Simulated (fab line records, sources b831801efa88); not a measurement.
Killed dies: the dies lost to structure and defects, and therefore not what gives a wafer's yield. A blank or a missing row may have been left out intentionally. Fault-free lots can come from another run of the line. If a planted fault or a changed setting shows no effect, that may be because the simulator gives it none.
fab line records	flow sfqLine	part 1 of 2: steps 1 to 23 of 32
record lots=5	wafers=15	lastDay=94
route steps=325 shown JJ@197 M5@198 A5B@209 R5@212 I5@228
lots with no fault: from the same line, run without faults
startH: the number of hours between the record's first day and the start of the first shown wafer of the lot	waitH: how many hours have passed since the lot's step before this one	" identical to the entry in the row above	L1.1+2: a single row standing in for several wafers	- no value, or no start was given	* or withheld: withheld	< > ~ a bound
route shown NAME@n: NAME is a module with steps in the file, n the number in the route of the first one	usual: mean/standard deviation taken from wafers without a fault	same: alike in all rows	chamber/n: place in a boat	sites: the reading at each site	_std_site: standard deviation of those values	_edge_site: the outer-site mean with the inner-site mean subtracted	radiusMm: for every site, how far away it sits from the centre of the wafer	mask NAME#n: copy n	behind: the tool/chamber that last shaped the wafer	hold: why the lot went on hold/how many hours it stayed there/how the hold came to an end	device: the transistor (n, p or np) that didn't switch	end of line: tests of these same wafers at the route's end	a step with no rows: only its recipe	killed: the dies lost at the first sort to structure and to defects; this is not the yield of the wafer	map: per-die view of a wafer (x killed, . not killed, _ where there is no die)
set.NAME: the setting as run; set.NAME@STEP: as run at that earlier step	model.NAME: the simulator's own value behind a step, which no gauge read
lots at selected steps of the route; one table per step, one row per wafer
services: when a tool's chamber went out of use (startH, in hours from the record's first day, below 0 if earlier), for how many hours, and the reason
## steps
# step SFQ_TRILAYER_JJ_CE_STRIP_SOLV_CLEAN_121
# recipe chemistry=NMP	tempC=70	timeS=600
lot.wafer	tool	chamber	startH	waitH
L075.2+3+4	wetBench-02	1,2,6	1211.39	0.4
L077.3+4+6	wetBench-03	7,2,6	1229.49	0.6
L083.2+3+5	wetBench-03	5,7,2	1413.59	0.4
L087.3+5+6	wetBench-03	7,3,4	1553.59	0.2
L092.3+4+5	wetBench-02	1,7,0	1606.28	0.2
# step SFQ_TRILAYER_M5_LITHO_COAT_128
# recipe resist=BARC	spinRpm=3000	resistThkNm=62
# usual resistLineTempC=23.01/0.12	spinSpeedRpm=2999.9/1.9
lot.wafer	tool	chamber	startH	waitH	resistLineTempC	spinSpeedRpm
L075.2	lithoTrack-02	0	1211.62	0.1	23.11	3000.9
L075.3	"	0	"	"	23.07	3000.6
L075.4	"	0	"	"	22.92	3001.3
L077.3	lithoTrack-04	0	1229.77	0.1	22.94	3003.2
L077.4	"	0	"	"	23.00	3001.5
L077.6	"	0	"	"	22.93	2998.7
L083.2	lithoTrack-02	0	1413.82	0.1	23.23	3001.9
L083.3	"	0	"	"	23.08	3000.0
L083.5	"	0	"	"	22.98	2995.8
L087.3	lithoTrack-04	0	1553.87	0.1	23.14	2995.5
L087.5	"	0	"	"	22.99	3000.1
L087.6	"	0	"	"	22.99	3001.0
L092.3	lithoTrack-01	0	1606.56	0.1	22.84	3000.9
L092.4	"	0	"	"	23.01	3000.2
L092.5	"	0	"	"	22.94	3000.6
# step SFQ_TRILAYER_M5_LITHO_COAT_123
# recipe resist=KrF	spinRpm=3000	resistThkNm=600
# usual resistLineTempC=22.97/0.1	spinSpeedRpm=3000.1/1.9
lot.wafer	tool	chamber	startH	waitH	resistLineTempC	spinSpeedRpm
L075.2	lithoTrack-02	0	1211.92	0.2	23.02	2998.6
L075.3	"	0	"	"	22.97	3000.3
L075.4	"	0	"	"	22.88	3001.4
L077.3	lithoTrack-04	0	1230.07	0.2	22.81	3002.9
L077.4	"	0	"	"	22.97	2999.4
L077.6	"	0	"	"	22.90	3001.4
L083.2	lithoTrack-02	0	1414.12	0.2	22.99	2997.7
L083.3	"	0	"	"	22.91	3002.3
L083.5	"	0	"	"	22.89	2999.2
L087.3	lithoTrack-04	0	1554.17	0.2	23.04	3003.3
L087.5	"	0	"	"	23.06	3002.3
L087.6	"	0	"	"	23.15	3002.5
L092.3	lithoTrack-01	0	1606.86	0.2	22.97	3002.4
L092.4	"	0	"	"	22.98	3000.2
L092.5	"	0	"	"	23.12	3001.1
# step SFQ_TRILAYER_M5_LITHO_SOFTBAKE_127
# recipe tempC=withheld	timeS=withheld	resist=KrF
# usual resistLineTempC=*
lot.wafer	tool	chamber	startH	waitH	resistLineTempC
L075.2	lithoTrack-02	0	1212.19	0.2	*
L075.3	"	0	"	"	*
L075.4	"	0	"	"	*
L077.3	lithoTrack-04	0	1230.32	0.2	*
L077.4	"	0	"	"	*
L077.6	"	0	"	"	*
L083.2	lithoTrack-02	0	1414.39	0.2	*
L083.3	"	0	"	"	*
L083.5	"	0	"	"	*
L087.3	lithoTrack-04	0	1554.42	0.2	*
L087.5	"	0	"	"	*
L087.6	"	0	"	"	*
L092.3	lithoTrack-01	0	1607.11	0.2	*
L092.4	"	0	"	"	*
L092.5	"	0	"	"	*
# step SFQ_TRILAYER_M5_LITHO_EXPOSE_124
# recipe maskId=M5	na=0.6	sourceShape=conventional	sigmaOuter=0.65	targetCdNm=700	doseMj=14.4
# same sigmaOuter=0.65
lot.wafer	tool	chamber	startH	waitH	mask
L075.2+3+4	krfScanner-01	0	1342.80	-	M5#0
L077.3+4+6	krfScanner-02	0	1358.73	-	M5#0
L083.2+3+5	krfScanner-01	0	1416.91	-	M5#0
L087.3+5+6	krfScanner-01	0	1554.92	-	M5#0
L092.3+4+5	krfScanner-01	0	1616.92	-	M5#0
# step SFQ_TRILAYER_M5_LITHO_PEB_126
# recipe pebTempC=115	pebTimeS=60	resist=KrF
# usual resistLineTempC=23.02/0.12
lot.wafer	tool	chamber	startH	waitH	resistLineTempC
L075.2	lithoTrack-02	0	1343.83	0.8	23.03
L075.3	"	0	"	"	23.03
L075.4	"	0	"	"	22.92
L077.3	lithoTrack-02	0	1359.58	0.7	22.90
L077.4	"	0	"	"	23.02
L077.6	"	0	"	"	23.06
L083.2	lithoTrack-04	0	1417.94	0.8	23.00
L083.3	"	0	"	"	23.07
L083.5	"	0	"	"	22.91
L087.3	lithoTrack-01	0	1555.77	0.7	22.98
L087.5	"	0	"	"	22.89
L087.6	"	0	"	"	23.06
L092.3	lithoTrack-04	0	1617.77	0.7	23.24
L092.4	"	0	"	"	23.12
L092.5	"	0	"	"	23.17
# step SFQ_TRILAYER_M5_LITHO_DEVELOP_125
# recipe timeS=60	resist=KrF
# usual resistLineTempC=22.99/0.099
lot.wafer	tool	chamber	startH	waitH	resistLineTempC
L075.2	lithoTrack-02	0	1343.98	0.1	23.05
L075.3	"	0	"	"	22.99
L075.4	"	0	"	"	22.98
L077.3	lithoTrack-02	0	1359.73	0.1	23.06
L077.4	"	0	"	"	23.00
L077.6	"	0	"	"	22.88
L083.2	lithoTrack-04	0	1418.09	0.1	22.87
L083.3	"	0	"	"	22.95
L083.5	"	0	"	"	23.03
L087.3	lithoTrack-01	0	1555.92	0.1	22.88
L087.5	"	0	"	"	22.92
L087.6	"	0	"	"	22.97
L092.3	lithoTrack-04	0	1617.92	0.1	22.95
L092.4	"	0	"	"	22.99
L092.5	"	0	"	"	23.01
# step SFQ_M5_OVL_MEAS_932
# usual M5_OVL=1/6
lot.wafer	tool	chamber	startH	waitH	M5_OVL[nm]
L075.2	overlay-01	-	1344.11	0.1	-8
L075.3	"	-	"	"	-2
L075.4	"	-	"	"	-8
L077.3	overlay-01	-	1359.84	0.1	4
L077.4	"	-	"	"	15
L077.6	"	-	"	"	7
L083.2	overlay-01	-	1418.22	0.1	6
L083.3	"	-	"	"	7
L083.5	"	-	"	"	3
L087.3	overlay-01	-	1556.03	0.1	11
L087.5	"	-	"	"	8
L087.6	"	-	"	"	-3
L092.3	overlay-02	-	1618.03	0.1	6
L092.4	"	-	"	"	8
L092.5	"	-	"	"	2
# step SFQ_TRILAYER_M5_BARC_OPEN_METAL_ETCH_161
# recipe maskMaterial=PR	chemistry=O2	targetDepthNm=125	target=BARC	icpW=583.8	biasW=80	pressureMtorr=10	timeS=41.7
# usual chamberPressureMTorr=10.000/0.0087	drypumpMotorCurrentA=5.9/0.31	oesProductAu=0.685/0.0047
lot.wafer	tool	chamber	startH	waitH	chamberPressureMTorr	drypumpMotorCurrentA	oesProductAu	rfHoursCounterH
L075.2	rieMetal-04	1	1344.14	0.0	9.991	6.4	0.679	118
L075.3	"	1	"	"	10.003	6.4	0.692	-
L075.4	"	0	"	"	9.994	5.7	0.682	-
L077.3	rieMetal-01	0	1359.88	0.0	10.014	5.6	0.690	-
L077.4	"	1	"	"	10.001	5.9	0.689	-
L077.6	"	1	"	"	10.008	5.9	0.683	-
L083.2	rieMetal-04	1	1418.25	0.0	10.003	6.5	0.691	0
L083.3	"	1	"	"	9.984	6.5	0.679	-
L083.5	"	1	"	"	10.004	6.5	0.682	-
L087.3	rieMetal-01	1	1556.07	0.0	9.983	5.9	0.683	-
L087.5	"	0	"	"	10.005	5.6	0.689	-
L087.6	"	1	"	"	10.006	5.9	0.679	-
L092.3	rieMetal-01	0	1618.07	0.0	9.997	5.6	0.683	-
L092.4	"	1	"	"	10.014	5.9	0.692	-
L092.5	"	1	"	"	9.997	5.9	0.690	-
# step SFQ_TRILAYER_M5_ETCH_METAL_ETCH_126
# recipe target=Nb	stopOn=SiO2	maskMaterial=PR	overEtchFrac=0.15	timeS=203.2	chemistry=Cl2/BCl3	targetDepthNm=265	icpW=600	biasW=80	pressureMtorr=10
# usual chamberPressureMTorr=10.001/0.0098	drypumpMotorCurrentA=5.9/0.31	oesProductAu=0.728/0.006
lot.wafer	tool	chamber	startH	waitH	chamberPressureMTorr	drypumpMotorCurrentA	oesProductAu	rfHoursCounterH
L075.2	rieMetal-04	1	1344.20	0.0	9.992	6.3	0.733	118
L075.3	"	1	"	"	9.993	6.4	0.729	-
L075.4	"	0	"	"	9.985	5.7	0.736	-
L077.3	rieMetal-01	0	1359.99	0.1	10.012	5.6	0.726	-
L077.4	"	1	"	"	9.993	5.8	0.731	-
L077.6	"	1	"	"	10.015	5.9	0.725	-
L083.2	rieMetal-04	1	1418.31	0.0	10.007	6.4	0.728	0
L083.3	"	1	"	"	10.008	6.4	0.730	-
L083.5	"	1	"	"	10.009	6.4	0.721	-
L087.3	rieMetal-01	1	1556.18	0.1	10.003	5.9	0.727	-
L087.5	"	0	"	"	10.005	5.6	0.741	-
L087.6	"	1	"	"	9.988	5.9	0.738	-
L092.3	rieMetal-01	0	1618.18	0.1	9.991	5.6	0.729	-
L092.4	"	1	"	"	10.012	5.8	0.732	-
L092.5	"	1	"	"	9.989	5.9	0.736	-
# step SFQ_TRILAYER_M5_STRIP_STRIP_127
# recipe gas=O2	powerW=200	platenTempC=40	overashFraction=0.65	chemistry=O2	pressureMtorr=50
# usual chamberPressureMTorr=50.00/0.046	drypumpMotorCurrentA=5.9/0.31	oesProductAu=0.999/0.0078
lot.wafer	tool	chamber	startH	waitH	chamberPressureMTorr	drypumpMotorCurrentA	oesProductAu	rfHoursCounterH
L075.2	rieMetal-04	1	1344.39	0.1	49.88	6.4	1.011	118
L075.3	"	1	"	"	49.96	6.4	0.991	-
L075.4	"	0	"	"	50.05	5.7	0.996	-
L077.3	rieMetal-01	0	1360.32	0.3	50.04	5.6	0.998	-
L077.4	"	1	"	"	49.96	5.9	0.999	-
L077.6	"	1	"	"	50.01	5.9	0.999	-
L083.2	rieMetal-04	1	1418.50	0.1	49.99	6.4	0.985	0
L083.3	"	1	"	"	49.99	6.4	0.993	-
L083.5	"	1	"	"	49.97	6.4	0.991	-
L087.3	rieMetal-01	1	1556.51	0.3	50.00	5.9	1.001	-
L087.5	"	0	"	"	50.12	5.6	0.991	-
L087.6	"	1	"	"	49.93	5.9	1.004	-
L092.3	rieMetal-01	0	1618.51	0.3	50.05	5.6	0.998	-
L092.4	"	1	"	"	49.93	5.9	1.007	-
L092.5	"	1	"	"	49.97	5.9	0.998	-
# step SFQ_TRILAYER_M5_STRIP_SOLV_CLEAN_128
# recipe chemistry=NMP	tempC=70	timeS=600
lot.wafer	tool	chamber	startH	waitH
L075.2+3+4	wetBench-02	6,2,5	1344.99	0.4
L077.3+4+6	wetBench-02	5,6,2	1360.72	0.2
L083.2+3+5	wetBench-03	5,7,4	1419.10	0.4
L087.3+5+6	wetBench-02	1,2,7	1556.91	0.2
L092.3+4+5	wetBench-02	3,0,4	1618.91	0.2
# step SFQ_TRILAYER_A5B_DEP_PECVD_129
# recipe material=SiO2	tempC=150	timeS=133.33	pressureTorr=2.4	rfW=183.3	precursor=SiH4/N2O	targetThkNm=600
# usual heaterPowerW=86/17	throttleValvePct=24.2/1.3
lot.wafer	tool	chamber	startH	waitH	heaterPowerW	throttleValvePct
L075.2	pecvd-01	0	1345.17	0.0	82	24.5
L075.3	"	2	"	"	75	22.6
L075.4	"	1	"	"	88	22.7
L077.3	pecvd-04	2	1360.89	0.0	95	25.1
L077.4	"	1	"	"	129	24.5
L077.6	"	2	"	"	80	25.2
L083.2	pecvd-04	1	1419.28	0.0	123	24.4
L083.3	"	2	"	"	97	25.6
L083.5	"	2	"	"	78	25.2
L087.3	pecvd-01	1	1557.26	0.0	91	23.3
L087.5	"	0	"	"	86	25.7
L087.6	"	1	"	"	94	23.2
L092.3	pecvd-01	1	1619.08	0.0	96	23.3
L092.4	"	1	"	"	80	23.3
L092.5	"	0	"	"	85	25.8
# step SFQ_TRILAYER_A5B_CMP_CMP_130
# recipe stopOn=Nb	downForcePsi=3	platenRpm=60	targetThkNm=340.7
# usual motorCurrentA=10.2/1
lot.wafer	tool	chamber	startH	waitH	motorCurrentA
L075.4	cmp-01	0	1345.76	0.5	9.8
L075.2	"	1	"	"	9.5
L075.3	"	2	"	"	10.7
L077.4	cmp-02	2	1360.98	0.0	11.4
L077.3	"	1	1362.48	1.5	11.2
L077.6	"	3	1363.48	2.5	9.0
L083.2	cmp-01	3	1422.37	3.0	9.7
L083.3	"	1	1423.37	4.0	9.2
L083.5	"	3	1424.37	5.0	9.9
L087.3	cmp-01	1	1558.85	1.5	9.5
L087.5	"	2	"	"	10.3
L087.6	"	3	"	"	10.4
L092.3	cmp-01	3	1630.68	11.5	10.0
L092.4	"	0	"	"	9.9
L092.5	"	1	"	"	10.0
# step SFQ_TRILAYER_A5B_METRO_MEASURE_131
# usual thkNm=343/5.7
lot.wafer	tool	chamber	startH	waitH	thkNm
L075.2	filmMetro-03	-	1348.46	1.7	345
L075.3	"	-	"	"	347
L075.4	"	-	"	"	349
L077.3	filmMetro-02	-	1364.38	1.4	343
L077.4	"	-	"	"	342
L077.6	"	-	"	"	343
L083.2	filmMetro-01	-	1425.57	2.7	342
L083.3	"	-	"	"	340
L083.5	"	-	"	"	338
L087.3	filmMetro-02	-	1560.75	1.4	344
L087.5	"	-	"	"	349
L087.6	"	-	"	"	350
L092.3	filmMetro-02	-	1633.08	1.9	337
L092.4	"	-	"	"	349
L092.5	"	-	"	"	343
# step SFQ_TRILAYER_R5_DEP_SPUTTER_132
# recipe material=Ti	basePressurePa=1.33e-06	targetThkNm=5	powerW=2000	timeS=5	chamberPressurePa=0.4
# usual basePressurePa=1.33e-06/8.8e-08	throttleValvePct=29.8/0.76
lot.wafer	tool	chamber	startH	waitH	basePressurePa	throttleValvePct
L075.2	pvdSputter-04	-	1349.46	0.8	1.3e-06	29.5
L075.3	"	-	"	"	1.25e-06	30.5
L075.4	"	-	"	"	1.31e-06	28.5
L077.3	pvdSputter-04	-	1365.18	0.6	1.26e-06	28.6
L077.4	"	-	"	"	1.34e-06	30.6
L077.6	"	-	"	"	1.4e-06	29.6
L083.2	pvdSputter-04	-	1426.57	0.8	1.31e-06	28.4
L083.3	"	-	"	"	1.38e-06	29.6
L083.5	"	-	"	"	1.42e-06	30.6
L087.3	pvdSputter-03	-	1561.55	0.6	1.35e-06	30.3
L087.5	"	-	"	"	1.35e-06	29.3
L087.6	"	-	"	"	1.23e-06	30.4
L092.3	pvdSputter-04	-	1633.88	0.6	1.24e-06	30.5
L092.4	"	-	"	"	1.37e-06	30.3
L092.5	"	-	"	"	1.4e-06	29.5
# step SFQ_TRILAYER_R5_DEP_SPUTTER_133
# recipe material=MoNx	basePressurePa=1.33e-06	targetThkNm=40	powerW=1000	timeS=66.7	chamberPressurePa=0.4
# usual basePressurePa=1.32e-06/9.3e-08	throttleValvePct=29.7/0.75
lot.wafer	tool	chamber	startH	waitH	basePressurePa	throttleValvePct
L075.2	pvdSputter-04	-	1349.48	0.0	1.36e-06	29.6
L075.3	"	-	"	"	1.2e-06	30.2
L075.4	"	-	"	"	1.34e-06	28.7
L077.3	pvdSputter-04	-	1365.20	0.0	1.34e-06	28.6
L077.4	"	-	"	"	1.26e-06	30.2
L077.6	"	-	"	"	1.35e-06	29.6
L083.2	pvdSputter-04	-	1426.59	0.0	1.25e-06	28.7
L083.3	"	-	"	"	1.13e-06	29.4
L083.5	"	-	"	"	1.38e-06	30.4
L087.3	pvdSputter-03	-	1561.57	0.0	1.36e-06	30.1
L087.5	"	-	"	"	1.45e-06	29.4
L087.6	"	-	"	"	1.23e-06	30.5
L092.3	pvdSputter-04	-	1633.90	0.0	1.45e-06	30.4
L092.4	"	-	"	"	1.32e-06	30.1
L092.5	"	-	"	"	1.37e-06	29.6
# step SFQ_TRILAYER_R5_DEP_SPUTTER_134
# recipe material=Ti	basePressurePa=1.33e-06	targetThkNm=5	powerW=1975	timeS=5	chamberPressurePa=0.4
# usual basePressurePa=1.32e-06/8.7e-08	throttleValvePct=29.7/0.74
lot.wafer	tool	chamber	startH	waitH	basePressurePa	throttleValvePct
L075.2	pvdSputter-04	-	1349.53	0.0	1.21e-06	29.8
L075.3	"	-	"	"	1.41e-06	30.1
L075.4	"	-	"	"	1.32e-06	28.7
L077.3	pvdSputter-04	-	1365.25	0.0	1.42e-06	28.5
L077.4	"	-	"	"	1.33e-06	30.4
L077.6	"	-	"	"	1.28e-06	29.4
L083.2	pvdSputter-04	-	1426.64	0.0	1.2e-06	28.6
L083.3	"	-	"	"	1.44e-06	29.4
L083.5	"	-	"	"	1.32e-06	30.1
L087.3	pvdSputter-03	-	1561.62	0.0	1.14e-06	30.4
L087.5	"	-	"	"	1.37e-06	29.4
L087.6	"	-	"	"	1.28e-06	30.2
L092.3	pvdSputter-04	-	1633.95	0.0	1.32e-06	30.0
L092.4	"	-	"	"	1.35e-06	30.4
L092.5	"	-	"	"	1.18e-06	29.5
# step SFQ_R5_RS_MEAS_933
# recipe thkMeasGauge=four-point-probe	reads=Ti_of_TRILAYER_R5_DEP_SPUTTER_134+MoNx_of_TRILAYER_R5_DEP_SPUTTER_133+Ti_of_TRILAYER_R5_DEP_SPUTTER_132
# usual R5_MONX_RS=7.07/0.086
lot.wafer	tool	chamber	startH	waitH	R5_MONX_RS[ohm/sq]
L075.2	filmMetro-01	-	1349.57	0.0	7.02
L075.3	"	-	"	"	6.98
L075.4	"	-	"	"	6.98
L077.3	filmMetro-01	-	1365.31	0.0	6.88
L077.4	"	-	"	"	6.98
L077.6	"	-	"	"	6.90
L083.2	filmMetro-04	-	1426.68	0.0	7.07
L083.3	"	-	"	"	7.11
L083.5	"	-	"	"	7.07
L087.3	filmMetro-01	-	1561.68	0.0	7.01
L087.5	"	-	"	"	7.01
L087.6	"	-	"	"	7.08
L092.3	filmMetro-04	-	1634.01	0.0	7.10
L092.4	"	-	"	"	7.06
L092.5	"	-	"	"	7.02
# step SFQ_R5_THK_MEAS_934
# recipe thkMeasGauge=xrf	reads=MoNx_of_TRILAYER_R5_DEP_SPUTTER_133
# usual R5_MONX_THK=39.6/0.55
lot.wafer	tool	chamber	startH	waitH	R5_MONX_THK[nm]
L075.2	filmMetro-01	-	1349.68	0.1	40.1
L075.3	"	-	"	"	40.1
L075.4	"	-	"	"	40.3
L077.3	filmMetro-01	-	1365.41	0.1	41.0
L077.4	"	-	"	"	40.2
L077.6	"	-	"	"	40.7
L083.2	filmMetro-04	-	1426.79	0.1	39.9
L083.3	"	-	"	"	39.3
L083.5	"	-	"	"	39.7
L087.3	filmMetro-01	-	1561.78	0.1	39.8
L087.5	"	-	"	"	39.8
L087.6	"	-	"	"	39.3
L092.3	filmMetro-04	-	1634.11	0.1	39.5
L092.4	"	-	"	"	39.6
L092.5	"	-	"	"	39.8
# step SFQ_TRILAYER_R5_LITHO_COAT_141
# recipe resist=BARC	spinRpm=3000	resistThkNm=62
# usual resistLineTempC=22.99/0.098	spinSpeedRpm=2999.9/2.1
lot.wafer	tool	chamber	startH	waitH	resistLineTempC	spinSpeedRpm
L075.2	lithoTrack-01	0	1349.78	0.1	22.97	3000.6
L075.3	"	0	"	"	22.91	2999.5
L075.4	"	0	"	"	22.95	3001.9
L077.3	lithoTrack-01	0	1365.55	0.1	22.96	2995.9
L077.4	"	0	"	"	22.87	2996.9
L077.6	"	0	"	"	23.15	2999.1
L083.2	lithoTrack-02	0	1426.89	0.1	22.89	3001.3
L083.3	"	0	"	"	22.97	3001.6
L083.5	"	0	"	"	22.97	2999.4
L087.3	lithoTrack-01	0	1561.92	0.1	23.13	3000.0
L087.5	"	0	"	"	23.10	2998.6
L087.6	"	0	"	"	23.23	2998.6
L092.3	lithoTrack-03	0	1634.25	0.1	23.13	3000.2
L092.4	"	0	"	"	23.16	3002.3
L092.5	"	0	"	"	23.05	2996.0
# step SFQ_TRILAYER_R5_LITHO_COAT_136
# recipe resist=KrF	spinRpm=3000	resistThkNm=600
# usual resistLineTempC=23.02/0.099	spinSpeedRpm=2999.6/1.9
lot.wafer	tool	chamber	startH	waitH	resistLineTempC	spinSpeedRpm
L075.2	lithoTrack-01	0	1350.08	0.2	23.07	2996.4
L075.3	"	0	"	"	22.96	2999.5
L075.4	"	0	"	"	22.86	3000.1
L077.3	lithoTrack-01	0	1365.85	0.2	23.19	3000.7
L077.4	"	0	"	"	23.00	2998.7
L077.6	"	0	"	"	23.14	3000.8
L083.2	lithoTrack-02	0	1427.19	0.2	22.93	2999.1
L083.3	"	0	"	"	22.96	3000.1
L083.5	"	0	"	"	22.94	2999.3
L087.3	lithoTrack-01	0	1562.22	0.2	23.04	2996.2
L087.5	"	0	"	"	22.95	2998.7
L087.6	"	0	"	"	23.11	2999.8
L092.3	lithoTrack-03	0	1634.55	0.2	23.07	3000.1
L092.4	"	0	"	"	23.09	2997.0
L092.5	"	0	"	"	23.10	3000.2
# step SFQ_TRILAYER_R5_LITHO_SOFTBAKE_140
# recipe tempC=withheld	timeS=withheld	resist=KrF
# usual resistLineTempC=*
lot.wafer	tool	chamber	startH	waitH	resistLineTempC
L075.2	lithoTrack-01	0	1350.35	0.2	*
L075.3	"	0	"	"	*
L075.4	"	0	"	"	*
L077.3	lithoTrack-01	0	1366.10	0.2	*
L077.4	"	0	"	"	*
L077.6	"	0	"	"	*
L083.2	lithoTrack-02	0	1427.47	0.2	*
L083.3	"	0	"	"	*
L083.5	"	0	"	"	*
L087.3	lithoTrack-01	0	1562.47	0.2	*
L087.5	"	0	"	"	*
L087.6	"	0	"	"	*
L092.3	lithoTrack-03	0	1634.80	0.2	*
L092.4	"	0	"	"	*
L092.5	"	0	"	"	*
